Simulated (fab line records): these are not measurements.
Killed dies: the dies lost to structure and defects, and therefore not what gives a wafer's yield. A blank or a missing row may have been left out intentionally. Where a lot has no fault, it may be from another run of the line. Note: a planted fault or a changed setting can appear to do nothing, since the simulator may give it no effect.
Which tool is to blame? -- flow sky130 -- 6 lots, 17 wafers sampled, at 2 steps of a route of 708

== WHAT THE GAUGES SHOWED, per wafer ==
SKY_VIA4_THK_MEAS_01.
lot,measured,on,VIA4_HDPCVD_THK (nm)
L511,day 42 20:34,film metro-04,1749 1750 1756
L513,day 43 10:34,film metro-04,1776 1778 1779
L518,day 44 13:19,film metro-04,1735 1743 1720
L523,day 46 04:39,film metro-04,1735 1759 1741
L528,day 47 10:42,film metro-02,1742 1798 1786
L532,day 47 23:28,film metro-04,1751 1770

== WHAT TOOL EACH LOT RAN ON (gives the tool, then ch and the chambers of the sampled wafers, and finally the start) ==
lot,SKY_METAL4_ETCH_16
L511,"rie metal-01 ch 0,1, day 42 19:27"
L513,"rie metal-04 ch 0,1, day 43 09:30"
L518,"rie metal-04 ch 0,1, day 44 12:15"
L523,"rie metal-04 ch 0, day 46 03:34"
L528,"rie metal-02 ch 0,1, day 47 09:37"
L532,"rie metal-01 ch 0, day 47 22:24"
- SKY_METAL4_ETCH_16: etches BARC in N2/H2, stops on SiO2, time 88.2 s, target depth 60 nm.

== THE ANSWER, worked out from the rows above alone ==
Rule: usual is defined by the lots themselves. Put in order of their means at a reading, lots are off if they are a third of the lots or fewer, leave a main group of 4 or more, and stand apart from it by a gap of 3 or more times the standard deviation of the main group's means; of several such gaps the widest counts. A main group is skipped when, at the precision printed for the reading in the tables above, its means are all equal. A lot without any number at a reading at which 4 lots or more have one is off too. Where the step has rows for the other lots, those lots are counted as sound.
No lot is off on any of the readings shown, so nothing can be concluded from this.

== WHAT HAD BEEN PUT IN BY THE SIMULATOR ==
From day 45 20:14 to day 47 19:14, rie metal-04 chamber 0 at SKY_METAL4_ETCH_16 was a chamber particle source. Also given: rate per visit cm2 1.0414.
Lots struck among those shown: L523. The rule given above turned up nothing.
